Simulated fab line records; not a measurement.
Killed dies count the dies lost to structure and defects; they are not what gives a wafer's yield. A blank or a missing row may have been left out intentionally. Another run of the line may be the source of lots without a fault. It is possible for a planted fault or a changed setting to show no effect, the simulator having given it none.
Problem report, 8D (eight disciplines) form, completed by code + flow gf180mcu + the parts of the form that need people (team, actions taken, sign-off) are left out

1. WHAT WENT WRONG
Wafers without a fault read 85.70 W, standard deviation 0.077; heaterPowerTotalW at GF_POLY_GATE_PEB_08 reads a mean of 86.75 W on 6 wafers belonging to 2 lots. Relative to the usual mean, that is a shift of +14 standard deviations.
The step: peb time 90 s.
First seen on wafer L283.1, day 13 09:47, on lithoTrack-04. The record holds 39 wafers of 13 lots with a number at this step. Rule for "out" (also "out of limits"): further than 4 standard deviations from the usual mean. The rest of the wafers with a number are treated as sound.

2. WHAT IT IS; WHAT IT IS NOT
| question                    | is                            | is not                                                                          |
|-----------------------------|-------------------------------|---------------------------------------------------------------------------------|
| which readings at this step | heaterPowerTotalW, plateTempC | -                                                                               |
| which lots                  | L283, L286                    | L269, L271, L273, L274, L275, L276, L277, L278, L284, L291, L292                |
| which wafers of those lots  | all that have a number        | -                                                                               |
| read on which tools         | lithoTrack-04                 | lithoTrack-01, lithoTrack-02                                                    |
| when                        | from day 13 09:47             | up to then (24 sound wafers); but 9 sound wafers of L284, L291, L292 came after |

3. WHAT RULES OUT EACH SUSPECT
Counting: a tool stays on the suspect list if, at a process step up to the reading, it processed all lots that are out and no sound lot following the first of them.
- lithoTrack-04 at GF_POLY_GATE_PEB_08 (peb time 90 s): kept. Every lot that is out went through it, starting with L283 (day 13 09:47), and after that it ran no sound lot; the last sound lot it ran before then is L278 (day 11 21:44). Out on those wafers are its own readings of heaterPowerTotalW, plateTempC.
After counting, what remains is lithoTrack-04 at GF_POLY_GATE_PEB_08.

4. THE CAUSE (what the simulator had put in)
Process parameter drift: lithoTrack-04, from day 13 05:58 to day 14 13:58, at GF_POLY_GATE_PEB_08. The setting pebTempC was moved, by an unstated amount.
Only this tool survived the counting.

5. THE CHAIN OF EFFECTS, in route order
One row per reading whose mean, taken over the struck wafers that have a number, lies over 3 standard deviations from the usual. Readings are gone through only where the record gives a usual standard deviation; hours: the median, over the lots, of the time from a lot's start at the first step in this table giving one to that lot's start at this step; sigmas: the change measured in usual standard deviations.
| hours | step                | reading           | usual    | on struck wafers | change | sigmas |
|-------|---------------------|-------------------|----------|------------------|--------|--------|
| 0     | GF_POLY_GATE_PEB_08 | heaterPowerTotalW | 85.70 W  | 86.75            | +1.05  | +14    |
| 0     | GF_POLY_GATE_PEB_08 | plateTempC        | 135.03 C | 136.24           | +1.21  | +8.1   |
Here are the process steps it includes:
- GF_POLY_GATE_PEB_08: peb time 90 s.
Later measuring or inspecting steps at which every struck wafer that the step has a row for has a number for every such reading, and none has moved that far: GF_POLY_GATE_CD_MEAS_10, GF_V2_BOW_MEAS_05, GF_V5_THK_MEAS_01.

6. HOW IT WOULD HAVE BEEN CAUGHT EARLIER
First out-of-limits reading in this record: day 13 09:47, which is 4 hours after fault onset at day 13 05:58.
